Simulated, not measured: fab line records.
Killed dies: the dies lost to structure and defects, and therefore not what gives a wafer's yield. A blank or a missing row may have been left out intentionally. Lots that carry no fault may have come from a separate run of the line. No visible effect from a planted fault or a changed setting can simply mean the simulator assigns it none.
Code-filled problem report in 8D (eight disciplines) form | flow gf180mcu | the parts of the form that need people (team, actions taken, sign-off) are left out

## 1. WHAT IS WRONG
Wafers with no fault read 89.10 s with a standard deviation of 0.14, whereas run-length-s at GF_NSD_SOFTBAKE_03 reads a mean of 85.69 s on 1 wafer of 1 lot. Measured from the usual mean, that is -24 standard deviations.
The step: time 60 s.
Earliest sighting: wafer L697.1 on litho-track-01 at day 18 10:22. The record has a number at this step for 39 wafers belonging to 13 lots. The rule behind "out" and "out of limits": a value lying over 4 standard deviations away from the usual mean. The other wafers with a number count as sound.

## 2. WHAT IT IS, AND WHAT IT ISN'T
question                    | is                                 | is not
which readings at this step | run-length-s, heater-power-total-W | -
which lots                  | L697                               | L681, L683, L684, L685, L686, L687, L688, L690, L691, L692, L696, L702
which wafers of those lots  | L697.1                             | L697.3, L697.6
read on which tools         | litho-track-01                     | litho-track-03, litho-track-04
when                        | from day 18 10:22                  | up to then (35 sound wafers); but 3 sound wafers of L702 came after

## 3. WHAT RULES OUT EACH SUSPECT
Counting: any tool at a process step up to the reading remains a suspect provided it ran every lot that is out. Sound lots after the first of them don't rule it out here, since some wafers of a struck lot are sound.
- litho-track-01 at GF_NSD_SOFTBAKE_03 (time 60 s): kept. L697, the lot that is out, went through it at day 18 10:22; up to then, the latest sound lot through it was L696 at day 18 04:04. On those wafers its own readings are out: heater-power-total-W, run-length-s.
Remaining after the count: litho-track-01 at GF_NSD_SOFTBAKE_03.

## 4. THE CAUSE (what the simulator had put in)
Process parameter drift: litho-track-01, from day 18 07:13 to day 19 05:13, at GF_NSD_SOFTBAKE_03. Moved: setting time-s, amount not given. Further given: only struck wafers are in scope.
This tool alone remained once counting was done.

## 5. SEQUENCE OF EFFECTS, ordered by route
One row per reading whose mean, taken over the struck wafers that have a number, lies over 3 standard deviations from the usual. Scope: only readings with a usual standard deviation given in the record; hours: median across lots of the time from each lot's start at the first step in this table that gives one to its start at this step; sigmas: change in usual standard deviations.
hours | step               | reading              | usual   | on struck wafers | change | sigmas
0     | GF_NSD_SOFTBAKE_03 | heater-power-total-W | 56.60 W | 57.64            | +1.04  | +22
0     | GF_NSD_SOFTBAKE_03 | run-length-s         | 89.10 s | 85.69            | -3.41  | -24
It contains these process steps:
- GF_NSD_SOFTBAKE_03: time 60 s.

## 6. WHAT WOULD HAVE CAUGHT IT SOONER
In this record no reading fell out of limits until day 18 10:22, 3 hours after the fault had begun at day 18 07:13.
